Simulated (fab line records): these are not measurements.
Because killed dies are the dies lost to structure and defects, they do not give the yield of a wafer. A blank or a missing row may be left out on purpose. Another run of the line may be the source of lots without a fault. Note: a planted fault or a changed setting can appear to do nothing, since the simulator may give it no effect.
A lot that was struck, set against a sound lot + flow gf180mcu + 14 steps out of a route of 602
Sound: the wafers L644.2, L644.3, L644.5. The struck wafers were L641.1, L641.4, L641.5. Last of all comes the cause.
Order at every step that has rows: each side's tool, ch and its chambers, its first start. Under that, the readings that differ: sound wafers + struck wafers + difference of the means + sigmas: that difference in standard deviations of wafers without a fault.
alike: readings whose means differ by less than 2 such deviations, and words and numbers that are the same on both sides. not compared: withheld readings, readings that some wafer has no value for, bounds like >300 that may hide the same value, and numbers for which the record gives no deviation and whose values overlap.
Wherever a step has rows on one side only, a row that says differs or no value, or a row with sigmas, the two part there. When numbers do not overlap yet have no deviation, they are printed without sigmas and do not part them. Lack of a reading on every wafer of one side parts them only where that side has two or more wafers.

GF_V5_THK_MEAS_01:
  struck on film metro-01, day 31 20:42; sound on film metro-04, day 32 13:47
  alike: V5_CVD_00_THK
GF_V5_CVD_02: deposits SiO2 from TEOS, target thk 1450 nm, time 163.28 s.
  sound on pecvd-01 ch 0,1,2, day 32 13:50; struck on pecvd-01 ch 0,1, day 31 20:46
  alike: heater power w
  not compared: since wet clean h
GF_V5_THK_MEAS_03:
  struck on film metro-01, day 31 20:52; sound on film metro-01, day 32 13:57
  alike: V5_CVD_02_THK
GF_V5_CMP_04: polishes SiO2.
  sound on cmp-02 ch 0,1,2, day 32 14:06; struck on cmp-01 ch 0,2, day 31 20:59
  alike: motor current A
GF_V5_BOW_MEAS_05:
  struck on film metro-04, day 31 21:14; sound on film metro-02, day 32 14:19
  alike: V5_BOW
then, 7 steps without rows for these wafers: GF_V5_DEHYDRATE_06 (time 60 s); GF_V5_HMDS_07 (prime time 60 s); GF_V5_COAT_08; GF_V5_COAT_09 (resist thk 1000 nm); GF_V5_SOFTBAKE_10 (time 60 s); GF_V5_EXPOSE_11 (exposes mask Via5, target cd 260 nm); GF_V5_PEB_12 (peb time 90 s).
GF_V5_DEVELOP_13: develop time 60 s.
  sound on litho track-01 ch 0, day 33 06:17; struck on litho track-01, day 32 14:07
  no value came back on the struck wafers for chill plate temp C (C), develop time s (s); on the sound wafers chill plate temp C (C) reads 23.04 22.93 23.11
| reading                             | sound             | struck          | difference | sigmas |
|-------------------------------------|-------------------|-----------------|------------|--------|
| model.KrF_of_V5_COAT_09.thk nm (nm) | 985.1 989.4 986.2 | 998.8 1001 1001 | +13.4      |        |
GF_V5_CD_MEAS_14: target cd 260 nm.
  struck on cd sem-01, day 32 14:16; sound on cd sem-02, day 33 06:26
| reading    | sound             | struck | difference                    | sigmas |
|------------|-------------------|--------|-------------------------------|--------|
| cd nm (nm) | 261.8 260.1 260.6 | - - -  | no value on the struck wafers |        |

## WHERE THEY PART
At GF_V5_DEVELOP_13 first; at GF_V5_CD_MEAS_14 last (within this record only).

WHY: the cause the simulator had injected
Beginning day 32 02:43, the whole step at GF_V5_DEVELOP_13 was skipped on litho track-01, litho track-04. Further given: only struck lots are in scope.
